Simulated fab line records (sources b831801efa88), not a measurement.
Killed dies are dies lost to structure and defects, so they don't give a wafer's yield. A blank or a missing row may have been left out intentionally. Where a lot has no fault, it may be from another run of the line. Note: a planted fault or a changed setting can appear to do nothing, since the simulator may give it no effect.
Code-filled problem report in 8D (eight disciplines) form || flow gf180mcu || the parts of the form that need people (team, actions taken, sign-off) are left out

== 1. THE ISSUE ==
overpolish run s at GF_CONTACT_CMP_27 reads a mean of 0.040 s on 3 wafers of 3 lots; wafers without a fault read 15.000 s with a standard deviation of 0.009. That is -99 or more standard deviations from the usual mean.
The step: polishes, stops on SiO2, t overpolish 15 s, target thk 0 nm.
First observed at day 22 07:49: wafer L164.2, on cmp-01. The record holds 43 wafers of 15 lots with a number at this step. The rule behind "out" and "out of limits": a value lying over 4 standard deviations away from the usual mean. The other wafers with a number count as sound.

== 2. WHAT IT IS, AND WHAT IT ISN'T ==
{"question": "which readings at this step", "is": "overpolish run s, time to endpoint s", "is not": "motor current A"}
{"question": "which lots", "is": "L164, L165, L166", "is not": "L148, L149, L150, L151, L152, L153, L154, L156, L157, L159, L160, L162"}
{"question": "which wafers of those lots", "is": "L164.2, L165.4, L166.2", "is not": "L164.5, L164.6, L165.3, L166.6"}
{"question": "read on which tools", "is": "cmp-01", "is not": "cmp-02"}
{"question": "when", "is": "from day 22 07:49", "is not": "up to then (38 sound wafers); but 2 sound wafers of L165, L166 came after"}

== 3. THE SUSPECTS, EACH WITH WHAT RULES IT OUT ==
Counting: a tool at a process step up to the reading stays a suspect if it ran every lot that is out. Sound lots after the first of them don't rule it out here, since some wafers of a struck lot are sound.
- rie diel-03 at GF_SAB_ETCH_11 (etches SiO2 in C4F8/O2/Ar, target depth 55 nm, time 8.5 s): kept. Ran every lot that is out, first one L164 (day 21 05:25); last sound lot up to then L162 (day 20 06:01).
- cmp-01 at GF_CONTACT_CMP_27 (polishes, stops on SiO2, t overpolish 15 s, target thk 0 nm): kept. Ran every lot that is out, first one L164 (day 22 07:49); last sound lot up to then L162 (day 21 08:58). Out on those wafers are its own readings of overpolish run s, time to endpoint s.
Left after counting: rie diel-03 at GF_SAB_ETCH_11, cmp-01 at GF_CONTACT_CMP_27.

== 4. THE CAUSE (what the simulator had put in) ==
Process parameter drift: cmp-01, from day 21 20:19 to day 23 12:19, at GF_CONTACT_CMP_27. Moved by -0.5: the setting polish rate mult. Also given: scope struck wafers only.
Counting left 2 suspects, and this tool is among them.

== 5. SEQUENCE OF EFFECTS, ordered by route ==
One row per reading whose mean, taken over the struck wafers that have a number, lies over 3 standard deviations from the usual. Scope: only readings with a usual standard deviation given in the record; hours: median across lots of the time from each lot's start at the first step in this table that gives one to its start at this step; sigmas: change in usual standard deviations.
{"hours": 0, "step": "GF_CONTACT_CMP_27", "reading": "overpolish run s", "usual": "15.000 s", "on struck wafers": 0.040, "change": -14.960, "sigmas": "-99 or more"}
{"hours": 0, "step": "GF_CONTACT_CMP_27", "reading": "time to endpoint s", "usual": "72 s", "on struck wafers": 114, "change": "+42", "sigmas": "+12"}
{"hours": 272, "step": "GF_PASSIVATION_PROBE_99", "reading": "killed at contacts", "usual": 5.5, "on struck wafers": 453.3, "change": "+447.8", "sigmas": "+99 or more"}
{"hours": 272, "step": "GF_PASSIVATION_PROBE_99", "reading": "killed dies", "usual": 47, "on struck wafers": 492, "change": "+445", "sigmas": "+61"}
{"hours": 272, "step": "GF_PASSIVATION_PROBE_99", "reading": "killed on rim", "usual": 9.4, "on struck wafers": 96.0, "change": "+86.6", "sigmas": "+31"}
Here are the process steps it includes:
- GF_CONTACT_CMP_27: polishes, stops on SiO2, t overpolish 15 s, target thk 0 nm.
- GF_PASSIVATION_PROBE_99

== 6. HOW IT WOULD HAVE BEEN CAUGHT EARLIER ==
In this record no reading fell out of limits until day 22 07:49, 12 hours after the fault had begun at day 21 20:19.
